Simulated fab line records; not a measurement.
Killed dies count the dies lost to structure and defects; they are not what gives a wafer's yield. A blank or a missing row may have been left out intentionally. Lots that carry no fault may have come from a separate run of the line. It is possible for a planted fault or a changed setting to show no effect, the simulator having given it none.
fab line records | flow sky130 | part 1 of 2: steps 1 to 43 of 44
[record] lots = 7 wafers = 19 lastDay = 50
route steps=708 shown VIA3@588 METAL4@598 CAP2M@603 PAD_OPEN@708
lots with no fault: from the same line, run without faults
startH: hours from the record's opening day to when the first of the lot's shown wafers began | waitH: hours since the lot's step before | " identical to the entry in the row above | L1.1+2: a row that stands for several wafers | - either no value or no given start | * or withheld: withheld | < > ~ a bound
route shown NAME@n: a module of which the file shows steps, and the number in the route of the first | usual: average and standard deviation across the fault-free wafers | same: alike in all rows | chamber/n: place in a boat | sites: readings site by site | _std_site: standard deviation across them | _edge_site: the outer-site mean with the inner-site mean subtracted | radiusMm: how far each site lies from the wafer's centre | mask NAME#n: copy n | behind: the last tool/chamber to shape the wafer | hold: cause of the lot's hold/its duration in hours/its outcome | device: whichever transistor did not switch (one of n, p or np) | end of line: at the end of the route, the tests of the same wafers | step lacking rows: just its recipe | killed: count of dies lost to structure and defects at first sort (not the wafer's yield) | map: dies across one wafer; x = killed, . = not, _ = none there
set.NAME: the setting as run; set.NAME@STEP: as run at that earlier step | model.NAME: the simulator's own value behind a step, which no gauge read
a table for each step, a row for each wafer; lots at some steps of the route
services: from which hour (startH, from the record's first day; less than 0 if before it) a tool's chamber was out of use, for how many hours, and why
[[steps]]
[step SKY_VIA3_ETCH_15]
[recipe] target = SiO2 chemistry = C4F8/O2/Ar targetDepthNm = 507 stopOn = TiN maskMaterial = KrF-thick sourceW = 1500 biasW = 1200 pressureMtorr = 40 c4f8FlowSccm = withheld O2_flow_sccm = 6 Ar_flow_sccm = 300 timeS = 78
[step SKY_VIA3_STRIP_16]
[recipe] chemistry = O2/N2 powerW = 1400 pressureMtorr = 1500 platenTempC = withheld o2FlowSccm = 3000 n2FlowSccm = 300 overashFraction = 0.5
[step SKY_VIA3_STRIP_17]
[recipe] chemistry = postEtchResidueRemover timeS = 1200 tempC = 72.5
[step SKY_VIA3_CLEAN_18]
[recipe] chemistry = IPA timeS = 180 tempC = 25
[step SKY_VIA3_CLEAN_19]
[recipe] chemistry = O3/DIW dry = n2Spin
[step SKY_VIA3_SPUTTER_20]
[recipe] material = TiN targetThkNm = 20 chamberPressurePa = 5 powerW = 4000 timeS = 80
[step SKY_VIA3_CVD_21]
[recipe] material = W targetThkNm = 390 timeS = 117.31 tempC = 400 pressureTorr = 40
[usual] heaterPowerW = 789/88
// columns lot.wafer tool chamber startH waitH heaterPowerW sinceWetCleanH
L743.1 cvdW-02 0 944.17 0.0 806 540
L743.4 " 1 " " 892 -
L743.5 " 1 " " 897 -
L747.1 cvdW-02 1 970.34 0.0 886 566
L747.2 " 0 " " 820 566
L747.3 " 1 " " 880 -
L753.1 cvdW-01 0 1020.35 0.0 651 102
L753.4 " 0 " " 637 -
L753.6 " 1 " " 776 -
L757.2 cvdW-01 1 1028.36 0.0 762 110
L757.6 " 1 " " 782 -
L760.3 cvdW-02 1 1048.39 0.1 887 -
L760.5 " 1 " " 890 -
L760.6 " 0 " " 800 -
L761.1 cvdW-01 1 1049.98 0.0 777 132
L761.2 " 0 " " 647 132
L765.3 cvdW-02 0 1071.46 0.1 801 -
L765.5 " 0 " " 815 -
L765.6 " 1 " " 894 -
[step SKY_VIA3_RS_MEAS_22]
[recipe] thkMeasGauge = four-point-probe reads = W_of_VIA3_CVD_21+TiN_of_VIA3_SPUTTER_20
[usual] VIA3_W_RS = 0.2966/0.0026
// columns lot.wafer tool chamber startH waitH VIA3_W_RS[ohm/sq]
L743.1 filmMetro-03 - 944.29 0.1 0.2962
L743.4 " - " " 0.2976
L743.5 " - " " 0.3017
L747.1 filmMetro-01 - 970.46 0.1 0.3038
L747.2 " - " " 0.2981
L747.3 " - " " 0.3014
L753.1 filmMetro-02 - 1020.47 0.1 0.2939
L753.4 " - " " 0.2936
L753.6 " - " " 0.2964
L757.2 filmMetro-03 - 1028.50 0.1 0.2928
L757.6 " - " " 0.2921
L760.3 filmMetro-03 - 1048.51 0.1 0.2984
L760.5 " - " " 0.2961
L760.6 " - " " 0.2981
L761.1 filmMetro-03 - 1050.10 0.1 0.2947
L761.2 " - " " 0.2937
L765.3 filmMetro-01 - 1071.58 0.1 0.2972
L765.5 " - " " 0.2969
L765.6 " - " " 0.2978
[step SKY_VIA3_THK_MEAS_23]
[recipe] thkMeasGauge = xrf reads = W_of_VIA3_CVD_21
[usual] VIA3_W_THK = 372/4.6
// columns lot.wafer tool chamber startH waitH VIA3_W_THK[nm]
L743.1 filmMetro-03 - 944.41 0.1 372
L743.4 " - " " 371
L743.5 " - " " 366
L747.1 filmMetro-01 - 970.58 0.1 358
L747.2 " - " " 364
L747.3 " - " " 361
L753.1 filmMetro-02 - 1020.59 0.1 380
L753.4 " - " " 380
L753.6 " - " " 377
L757.2 filmMetro-03 - 1028.61 0.1 374
L757.6 " - " " 375
L760.3 filmMetro-03 - 1048.61 0.1 369
L760.5 " - " " 374
L760.6 " - " " 372
L761.1 filmMetro-03 - 1050.22 0.1 377
L761.2 " - " " 378
L765.3 filmMetro-01 - 1071.68 0.1 371
L765.5 " - " " 373
L765.6 " - " " 371
[step SKY_VIA3_CMP_24]
[recipe] stopOn = SiO2 tOverpolishS = 20 downForcePsi = 3.5 platenRpm = 60 targetThkNm = 0 padVelocityMS = 0.94248
[step SKY_METAL4_SPUTTER_00]
[recipe] material = Ti targetThkNm = 15 powerW = 3000 timeS = 10 chamberPressurePa = 0.4
[step SKY_METAL4_SPUTTER_01]
[recipe] material = TiN targetThkNm = 20 powerW = 6500 timeS = 16.7 chamberPressurePa = 0.4
[usual] chamberPressurePa = 0.4000/0.00078 throttleValvePct = 29.3/0.94
// columns lot.wafer tool chamber startH waitH chamberPressurePa throttleValvePct
L743.1 pvdSputter-03 - 944.80 0.0 0.3997 29.2
L743.4 " - " " 0.3994 29.5
L743.5 " - " " 0.3994 27.1
L747.1 pvdSputter-01 - 970.97 0.0 0.4001 28.4
L747.2 " - " " 0.4004 29.2
L747.3 " - " " 0.3999 29.2
L753.1 pvdSputter-01 - 1021.20 0.0 0.3977 28.8
L753.4 " - " " 0.4000 29.0
L753.6 " - " " 0.4006 29.4
L757.2 pvdSputter-03 - 1028.98 0.0 0.4003 27.1
L757.6 " - " " 0.3994 29.4
L760.3 pvdSputter-03 - 1048.98 0.0 0.4015 29.3
L760.5 " - " " 0.4009 29.4
L760.6 " - " " 0.4005 29.7
L761.1 pvdSputter-03 - 1050.61 0.0 0.3992 27.2
L761.2 " - " " 0.3967 29.2
L765.3 pvdSputter-02 - 1072.04 0.0 0.4002 29.7
L765.5 " - " " 0.3985 29.8
L765.6 " - " " 0.3994 29.0
[step SKY_METAL4_SPUTTER_02]
[recipe] material = AlCu targetThkNm = 735 powerW = 10600 timeS = 39.1 chamberPressurePa = 0.4
[usual] chamberPressurePa = 0.3999/0.00079 throttleValvePct = 29.3/0.95
// columns lot.wafer tool chamber startH waitH chamberPressurePa throttleValvePct model.AlCu_of_METAL4_SPUTTER_02.thkNm
L743.1 pvdSputter-03 - 944.82 0.0 0.4009 29.3 747.1
L743.4 " - " " 0.3986 29.5 740
L743.5 " - " " 0.4014 27.4 742.4
L747.1 pvdSputter-01 - 970.99 0.0 0.3995 28.8 741.6
L747.2 " - " " 0.3998 29.3 731.4
L747.3 " - " " 0.4010 28.9 734.8
L753.1 pvdSputter-01 - 1021.22 0.0 0.3996 28.8 739.4
L753.4 " - " " 0.4002 29.1 728.6
L753.6 " - " " 0.3999 28.9 728.3
L757.2 pvdSputter-03 - 1029.01 0.0 0.3993 27.5 739.6
L757.6 " - " " 0.3990 29.2 627.3
L760.3 pvdSputter-03 - 1049.00 0.0 0.4000 29.4 755.9
L760.5 " - " " 0.4005 29.3 752
L760.6 " - " " 0.3995 29.6 638.4
L761.1 pvdSputter-03 - 1050.63 0.0 0.3996 27.1 630.6
L761.2 " - " " 0.3992 29.1 729.9
L765.3 pvdSputter-02 - 1072.07 0.0 0.4005 29.9 730.9
L765.5 " - " " 0.4002 29.8 734
L765.6 " - " " 0.4019 29.0 736
[step SKY_METAL4_SPUTTER_03]
[recipe] material = Ti targetThkNm = 5 powerW = 3000 timeS = 3.3 chamberPressurePa = 0.4
[usual] chamberPressurePa = 0.3999/0.00083 throttleValvePct = 29.3/0.93
// columns lot.wafer tool chamber startH waitH chamberPressurePa throttleValvePct
L743.1 pvdSputter-03 - 944.86 0.0 0.4001 29.5
L743.4 " - " " 0.4005 29.8
L743.5 " - " " 0.4006 27.4
L747.1 pvdSputter-01 - 971.03 0.0 0.4012 28.5
L747.2 " - " " 0.4007 29.8
L747.3 " - " " 0.4007 28.9
L753.1 pvdSputter-01 - 1021.26 0.0 0.3988 28.6
L753.4 " - " " 0.4001 29.1
L753.6 " - " " 0.3996 29.1
L757.2 pvdSputter-03 - 1029.05 0.0 0.4005 27.0
L757.6 " - " " 0.4000 29.5
L760.3 pvdSputter-03 - 1049.04 0.0 0.3998 29.1
L760.5 " - " " 0.4008 29.3
L760.6 " - " " 0.3992 29.4
L761.1 pvdSputter-03 - 1050.67 0.0 0.3991 27.3
L761.2 " - " " 0.3992 29.5
L765.3 pvdSputter-02 - 1072.11 0.0 0.4008 29.8
L765.5 " - " " 0.4006 29.9
L765.6 " - " " 0.3991 28.9
[step SKY_METAL4_SPUTTER_04]
[recipe] material = TiN targetThkNm = 70 powerW = 6500 timeS = 58.3 chamberPressurePa = 0.4
[step SKY_CAP2M_CVD_00]
[recipe] material = SiO2 targetThkNm = 15.5 tempC = 400 timeS = withheld rfW = 450
[usual] heaterPowerW = 708/94
// columns lot.wafer tool chamber startH waitH heaterPowerW
L743.1 pecvd-04 2 944.93 0.0 820
L743.4 " 1 " " 617
L743.5 " 2 " " 848
L747.1 pecvd-04 2 971.10 0.0 800
L747.2 " 0 " " 786
L747.3 " 1 " " 551
L753.1 pecvd-01 2 1021.33 0.0 880
L753.4 " 2 " " 873
L753.6 " 0 " " 726
L757.2 pecvd-03 2 1029.12 0.0 595
L757.6 " 1 " " 661
L760.3 pecvd-04 2 1049.11 0.0 841
L760.5 " 2 " " 854
L760.6 " 0 " " 759
L761.1 pecvd-01 1 1050.74 0.0 692
L761.2 " 0 " " 737
L765.3 pecvd-01 1 1072.18 0.0 642
L765.5 " 0 " " 739
L765.6 " 1 " " 646
[step SKY_CAP2M_THK_MEAS_01]
[recipe] reads = SiO2_of_CAP2M_CVD_00
[usual] CAP2M_CVD_00_THK = 15.60/0.25
// columns lot.wafer tool chamber startH waitH CAP2M_CVD_00_THK[nm]
L743.1 filmMetro-03 - 944.95 - 15.49
L743.4 " - " " 15.76
L743.5 " - " " 15.96
L747.1 filmMetro-04 - 971.12 - 15.70
L747.2 " - " " 15.70
L747.3 " - " " 15.42
L753.1 filmMetro-04 - 1021.36 - 15.43
L753.4 " - " " 15.67
L753.6 " - " " 16.00
L757.2 filmMetro-03 - 1029.15 - 15.19
L757.6 " - " " 15.43
L760.3 filmMetro-01 - 1049.15 - 15.74
L760.5 " - " " 15.83
L760.6 " - " " 15.81
L761.1 filmMetro-04 - 1050.76 - 15.41
L761.2 " - " " 15.50
L765.3 filmMetro-04 - 1072.22 - 15.64
L765.5 " - " " 15.95
L765.6 " - " " 15.73
[step SKY_CAP2M_SPUTTER_02]
[recipe] material = TiN targetThkNm = 200 tempC = 300 powerW = 6500 timeS = 166.7 chamberPressurePa = 0.4
[step SKY_CAP2M_RS_MEAS_03]
[recipe] thkMeasGauge = four-point-probe reads = TiN_of_CAP2M_SPUTTER_02
[usual] CAP2M_TIN_RS = 6.89/0.086
// columns lot.wafer tool chamber startH waitH CAP2M_TIN_RS[ohm/sq]
L743.1 filmMetro-03 - 945.12 0.1 6.90
L743.4 " - " " 6.97
L743.5 " - " " 6.93
L747.1 filmMetro-04 - 971.29 0.1 6.91
L747.2 " - " " 6.88
L747.3 " - " " 6.90
L753.1 filmMetro-03 - 1021.53 0.1 6.81
L753.4 " - " " 6.77
L753.6 " - " " 6.75
L757.2 filmMetro-01 - 1029.33 0.1 6.86
L757.6 " - " " 6.97
L760.3 filmMetro-04 - 1049.34 0.1 6.98
L760.5 " - " " 7.01
L760.6 " - " " 6.98
L761.1 filmMetro-01 - 1050.93 0.1 6.77
L761.2 " - " " 6.88
L765.3 filmMetro-01 - 1072.41 0.1 6.99
L765.5 " - " " 6.98
L765.6 " - " " 6.97
[step SKY_CAP2M_THK_MEAS_04]
[recipe] thkMeasGauge = xrf reads = TiN_of_CAP2M_SPUTTER_02
[usual] CAP2M_TIN_THK = 200.5/2.8
// columns lot.wafer tool chamber startH waitH CAP2M_TIN_THK[nm]
L743.1 filmMetro-03 - 945.24 0.1 198.9
L743.4 " - " " 197.2
L743.5 " - " " 198.0
L747.1 filmMetro-04 - 971.41 0.1 199.4
L747.2 " - " " 200.5
L747.3 " - " " 200.0
L753.1 filmMetro-03 - 1021.65 0.1 202.9
L753.4 " - " " 204.6
L753.6 " - " " 206.2
L757.2 filmMetro-01 - 1029.44 0.1 201.0
L757.6 " - " " 198.1
L760.3 filmMetro-04 - 1049.44 0.1 199.2
L760.5 " - " " 198.6
L760.6 " - " " 199.8
L761.1 filmMetro-01 - 1051.05 0.1 203.9
L761.2 " - " " 201.2
L765.3 filmMetro-01 - 1072.51 0.1 195.8
L765.5 " - " " 196.2
L765.6 " - " " 195.8
[step SKY_CAP2M_DEHYDRATE_05]
[recipe] tempC = 200 timeS = 60
[step SKY_CAP2M_HMDS_06]
[recipe] primeTimeS = 60 primeTempC = 120
[step SKY_CAP2M_COAT_07]
[recipe] resist = NOVOLAK spinRpm = 3000 resistThkNm = 1140
[step SKY_CAP2M_SOFTBAKE_08]
[recipe] tempC = 90 timeS = 60 resist = NOVOLAK
[step SKY_CAP2M_EXPOSE_09]
[recipe] maskId = CAP2M na = 0.6 sourceShape = conventional sigmaOuter = 0.6 polarization = unpolarized targetCdNm = 1000 doseMj = 159
[step SKY_CAP2M_PEB_10]
[recipe] tempC = withheld timeS = * resist = NOVOLAK
[step SKY_CAP2M_DEVELOP_11]
[recipe] resist = NOVOLAK developer = TMAH developTimeS = 60 devTempC = 23
[step SKY_CAP2M_OVL_MEAS_12]
[usual] CAP2M_OVL = -0.6/1.2
// columns lot.wafer tool chamber startH waitH CAP2M_OVL[nm]
L743.1 overlay-01 - 969.55 0.1 1.0
L743.4 " - " " 0.7
L743.5 " - " " 0.6
L747.1 overlay-02 - 994.01 0.1 -2.1
L747.2 " - " " -1.7
L747.3 " - " " -1.3
L753.1 overlay-02 - 1044.43 0.1 2.6
L753.4 " - " " 1.2
L753.6 " - " " 1.0
L757.2 overlay-02 - 1051.65 0.1 -0.9
L757.6 " - " " -0.3
L760.3 overlay-01 - 1071.07 0.1 -1.9
L760.5 " - " " -0.9
L760.6 " - " " -0.3
L761.1 overlay-02 - 1071.96 0.1 -0.9
L761.2 " - " " -1.8
L765.3 overlay-01 - 1093.52 0.1 -0.6
L765.5 " - " " -0.4
L765.6 " - " " -1.6
[step SKY_CAP2M_METAL_ETCH_13]
[recipe] targetDepthNm = 220 stopOn = SiO2 chemistry = Cl2/BCl3 target = TiN pressureMtorr = 10 icpW = 900 biasW = 48.5 Cl2_flow_sccm = 60 bcl3FlowSccm = 30 timeS = 62.9
[usual] drypumpMotorCurrentA = 5.8/0.48 oesProductAu = 0.943/0.0087 throttleValvePct = 21.901/0.011
// columns lot.wafer tool chamber startH waitH drypumpMotorCurrentA oesProductAu rfHoursCounterH throttleValvePct
L743.1 rieMetal-01 1 969.58 0.0 6.6 0.944 3 21.887
L743.4 " 1 " " 6.6 0.933 - 21.900
L743.5 " 1 " " 6.6 0.940 - 21.906
L747.1 rieMetal-03 1 994.05 0.0 5.1 0.939 13 21.902
L747.2 " 0 " " 5.5 0.938 9 21.908
L747.3 " 1 " " 5.1 0.946 - 21.883
L753.1 rieMetal-01 0 1044.47 0.0 5.5 0.945 12 21.880
L753.4 " 1 " " 6.6 0.955 - 21.891
L753.6 " 1 " " 6.6 0.949 - 21.899
L757.2 rieMetal-04 0 1051.68 0.0 5.7 0.957 8 21.893
L757.6 " 1 " " 5.8 0.934 - 21.898
L760.3 rieMetal-03 0 1071.12 0.0 5.5 0.940 - 21.905
L760.5 " 1 " " 5.1 0.936 - 21.907
L760.6 " 0 " " 5.6 0.937 - 21.896
L761.1 rieMetal-01 0 1072.00 0.0 5.4 0.955 14 21.908
L761.2 " 1 " " 6.6 0.944 9 21.911
L765.3 rieMetal-04 1 1093.57 0.0 5.8 0.930 - 21.915
L765.5 " 0 " " 5.7 0.938 - 21.916
L765.6 " 1 " " 5.8 0.936 - 21.920
[step SKY_CAP2M_STRIP_14]
[recipe] chemistry = O2/N2 powerW = 1400 pressureMtorr = 1500 platenTempC = withheld o2FlowSccm = 3000 n2FlowSccm = 300 overashFraction = 0.5
[step SKY_CAP2M_STRIP_15]
[recipe] chemistry = postEtchResidueRemover timeS = 1200 tempC = 72.5
[step SKY_CAP2M_CLEAN_16]
[recipe] chemistry = IPA timeS = 180 tempC = 25
[step SKY_CAP2M_CLEAN_17]
[recipe] chemistry = O3/DIW dry = n2Spin
[step SKY_METAL4_DEHYDRATE_05]
[recipe] tempC = 200 timeS = 60
[step SKY_METAL4_HMDS_06]
[recipe] primeTimeS = 60 primeTempC = 120
[step SKY_METAL4_COAT_07]
[recipe] resist = BARC tempC = withheld timeS = withheld spinRpm = 3000 resistThkNm = 60
[step SKY_METAL4_COAT_08]
[recipe] resist = KrF-thick spinRpm = 3000 resistThkNm = 1140
[step SKY_METAL4_SOFTBAKE_09]
[recipe] tempC = 100 timeS = 90 resist = KrF-thick
[step SKY_METAL4_EXPOSE_10]
[recipe] maskId = MM4 na = 0.68 sourceShape = annular sigmaInner = 0.4 sigmaOuter = 0.8 targetCdNm = 300 doseMj = 28
[step SKY_METAL4_PEB_11]
[recipe] pebTempC = withheld pebTimeS = withheld resist = KrF-thick
[step SKY_METAL4_DEVELOP_12]
[recipe] developTimeS = 60 resist = KrF-thick devTempC = 21
[step SKY_METAL4_CD_MEAS_13]
[recipe] targetCdNm = 300
[usual] cdNm = 300.2/1.3
// columns lot.wafer tool chamber startH waitH cdNm
L743.1 cdSem-01 - 993.36 - 300.1
L743.4 " - " " 299.6
L743.5 " - " " 299.7
L747.1 cdSem-02 - 1017.56 - 300.3
L747.2 " - " " 302.8
L747.3 " - " " 302.1
L753.1 cdSem-01 - 1067.26 - 299.6
L753.4 " - " " 299.9
L753.6 " - " " 299.9
L757.2 cdSem-01 - 1073.28 - 300.3
L757.6 " - " " 300.1
L760.3 cdSem-01 - 1092.65 - 297.6
L760.5 " - " " 299.0
L760.6 " - " " 298.1
L761.1 cdSem-02 - 1094.21 - 299.7
L761.2 " - " " 301.1
L765.3 cdSem-02 - 1114.77 - 298.0
L765.5 " - " " 298.4
L765.6 " - " " 300.2
[step SKY_METAL4_METAL_ETCH_18]
[recipe] targetDepthA = 8450 stopOn = SiO2 overEtchFrac = 0.3 timeS = 183.1 chemistry = Cl2/BCl3 resistSidewallDeg = 88 pressureMtorr = 10 icpW = 900 biasW = 48.5 Cl2_flow_sccm = 60 bcl3FlowSccm = 30
[usual] drypumpMotorCurrentA = 5.7/0.51 oesProductAu = 0.867/0.0069 throttleValvePct = 22.265/0.0099
// columns lot.wafer tool chamber startH waitH drypumpMotorCurrentA oesProductAu rfHoursCounterH throttleValvePct
L743.1 rieMetal-02 0 993.67 0.0 4.8 0.868 0 22.252
L743.4 " 1 " " 5.7 0.873 - 22.271
L743.5 " 1 " " 5.7 0.875 - 22.282
L747.1 rieMetal-02 1 1017.87 0.0 5.7 0.865 21 22.271
L747.2 " 0 " " 4.9 0.865 2 22.264
L747.3 " 0 " " 4.8 0.869 - 22.270
L753.1 rieMetal-04 1 1067.57 0.0 5.8 0.877 25 22.269
L753.4 " 1 " " 5.8 0.868 - 22.263
L753.6 " 0 " " 5.7 0.859 - 22.254
L757.2 rieMetal-04 1 1073.57 0.0 5.8 0.866 25 22.284
L757.6 " 0 " " 5.7 0.811 - 22.274
L760.3 rieMetal-04 1 1092.98 0.1 5.8 0.865 - 22.271
L760.5 " 0 " " 5.7 0.873 - 22.260
L760.6 " 1 " " 5.8 0.813 - 22.266
L761.1 rieMetal-01 1 1094.52 0.0 6.6 0.808 12 22.271
L761.2 " 0 " " 5.5 0.864 17 22.260
L765.3 rieMetal-04 0 1115.10 0.1 5.7 0.864 - 22.251
L765.5 " 1 " " 5.8 0.866 - 22.265
L765.6 " 0 " " 5.7 0.864 - 22.259
[[key]]
[firstSign] step = SKY_METAL4_METAL_ETCH_18 reading = oesProductAu direction = down sigmas = 8.2 usual = 0.867 struck = 0.811
effect none on later readings
[modelEffect] step = SKY_METAL4_SPUTTER_02 value = AlCu_of_METAL4_SPUTTER_02.thkNm without = 738 struck = 632.1
[modelEffect] step = SKY_PAD_OPEN_PROBE_99 value = etest.met4.lineOhmUm without = 0.1427 struck = 0.1669
metAt SKY_METAL4_SPUTTER_02
struckWafers L757.6,L760.6,L761.1
onsetBetween 944.82 1029.01
[fault] kind = processParameterDrift tool = pvdSputter-03 chamber = - onsetH = 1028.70 steps = SKY_METAL4_SPUTTER_02 channel = timeS offset = * shape = step endH = 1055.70 scope = struckWafersOnly actsIn = * stated = *
